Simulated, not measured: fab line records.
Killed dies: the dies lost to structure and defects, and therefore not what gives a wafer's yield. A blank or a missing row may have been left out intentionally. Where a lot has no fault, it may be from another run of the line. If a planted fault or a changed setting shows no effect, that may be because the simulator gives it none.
Comparing a struck lot with a sound one | flow gf180mcu | 28 steps out of a route of 602
Sound: the wafers L929.1, L929.3, L929.5. Wafers struck: L919.1, L919.2, L919.4. The cause is named last.
Each step with rows lists, per side, the tool, then ch with its chambers, then its first start. Under that, the readings that differ: sound wafers | struck wafers | difference of the means | sigmas: that difference in standard deviations of wafers without a fault.
alike: words and numbers the same on both sides, and readings whose means are apart by under 2 such deviations; not compared: readings that were withheld, readings missing a value for some wafer, numbers with overlapping values and no deviation given by the record, and bounds like >300 which may hide the same value.
Wherever a step has rows on one side only, a row that says differs or no value, or a row with sigmas, the two part there. Numbers that have no deviation but don't overlap get no sigmas and don't part them. Lack of a reading on every wafer of one side parts them only where that side has two or more wafers.

first, 8 steps without rows for these wafers: GF_M5_DEVELOP_06 (develop time 60 s); GF_M5_ETCH_09 (etches Si3N4 in CF4/O2, target depth 52 nm, time 11.6 s); GF_M5_METAL_ETCH_10 (etches the open film in Cl2/BCl3, stops on SiO2, target depth 750.8 nm, time 125.1 s); GF_M5_STRIP_11 (strips in O2/N2); GF_M5_STRIP_12 (strips in post etch residue remover, time 1200 s); GF_M5_CLEAN_13 (cleans in DIW); GF_V5_CVD_00 (deposits SiO2, target thk 300 nm, time 50 s); GF_V5_CVD_02 (deposits SiO2 from TEOS, target thk 1450 nm, time 163.28 s).
GF_V5_CMP_04: polishes SiO2.
  sound on cmp-01 ch 1,3, day 31 23:35; struck on cmp-01 ch 0,1,3, day 29 05:19
  no value came back on the struck wafers for edge zone pressure frac, head pressure psi (psi), motor current A (A); on the sound wafers edge zone pressure frac reads 0.999 0.996 0.999
  reading                             | sound             | struck         | difference | sigmas
  model.SiO2_of_V5_CVD_02.thk nm (nm) | 854.7 856.3 854.9 | 1427 1423 1465 | +583       |
GF_V5_BOW_MEAS_05:
  sound on film metro-04 at day 31 23:50; struck on film metro-02 at day 29 05:37
  reading     | sound       | struck      | difference | sigmas
  V5_BOW (um) | 125 121 117 | 167 145 163 | +37        | +5
then, 9 steps without rows for these wafers: GF_V5_DEHYDRATE_06 (time 60 s); GF_V5_HMDS_07 (prime time 60 s); GF_V5_COAT_08; GF_V5_COAT_09 (resist thk 1000 nm); GF_V5_SOFTBAKE_10 (time 60 s); GF_V5_EXPOSE_11 (exposes mask Via5, target cd 260 nm); GF_V5_PEB_12 (peb time 90 s); GF_V5_DEVELOP_13 (develop time 60 s); GF_V5_ETCH_16 (etches BARC in N2/H2).
GF_V5_ETCH_17: etches SiO2 in C4F8/O2/Ar, stops on TiN, target depth 855 nm.
  sound: rie diel-02 ch 1,2,3; struck: rie diel-02 ch 1,2
  reading                        | sound             | struck            | difference | sigmas
  oes product au (a.u.)          | 0.850 0.864 0.862 | 1.597 1.609 1.610 | +0.747     | +99 or more
  model.etch.depth nm (nm)       | 854.7 856.3 854.9 | 1077 1087 1089    | +229       |
  model.V5.feature depth nm (nm) | 854.7 856.3 854.9 | 1077 1087 1089    | +229       |
  alike: bias w
then, 6 steps without rows for these wafers: GF_V5_STRIP_18 (strips in O2/N2); GF_V5_STRIP_19 (strips in post etch residue remover, time 1200 s); GF_V5_CLEAN_20 (cleans in DIW); GF_V5_SPUTTER_21 (material Ti, target thk 15 nm, time 80.02 s); GF_V5_SPUTTER_22 (material TiN, target thk 10 nm, time 40 s); GF_V5_CVD_23 (deposits W, target thk 350 nm, time 104.9 s).
GF_V5_CMP_26: polishes, stops on SiO2, t overpolish 15 s, target thk 0 nm.
  sound on cmp-02 ch 0,3, day 32 17:20; struck on cmp-01 ch 0,1,3, day 30 02:17
  reading                             | sound           | struck         | difference | sigmas
  motor current A (A)                 | 9.9 9.8 10.3    | 13.6 12.7 11.3 | +2.5       | +2
  model.SiO2_of_V5_CVD_02.thk nm (nm) | 851 852.5 851.1 | 1424 1419 1461 | +583       |
  alike: edge zone pressure frac, head pressure psi
GF_PASSIVATION_PROBE_99:
  record: rows for the struck wafers here (prober-01, day 31 17:47), none for the sound ones

== WHERE THEY PART ==
First at GF_V5_CMP_04; last, within this record, at GF_PASSIVATION_PROBE_99.

WHY: the cause the simulator had injected
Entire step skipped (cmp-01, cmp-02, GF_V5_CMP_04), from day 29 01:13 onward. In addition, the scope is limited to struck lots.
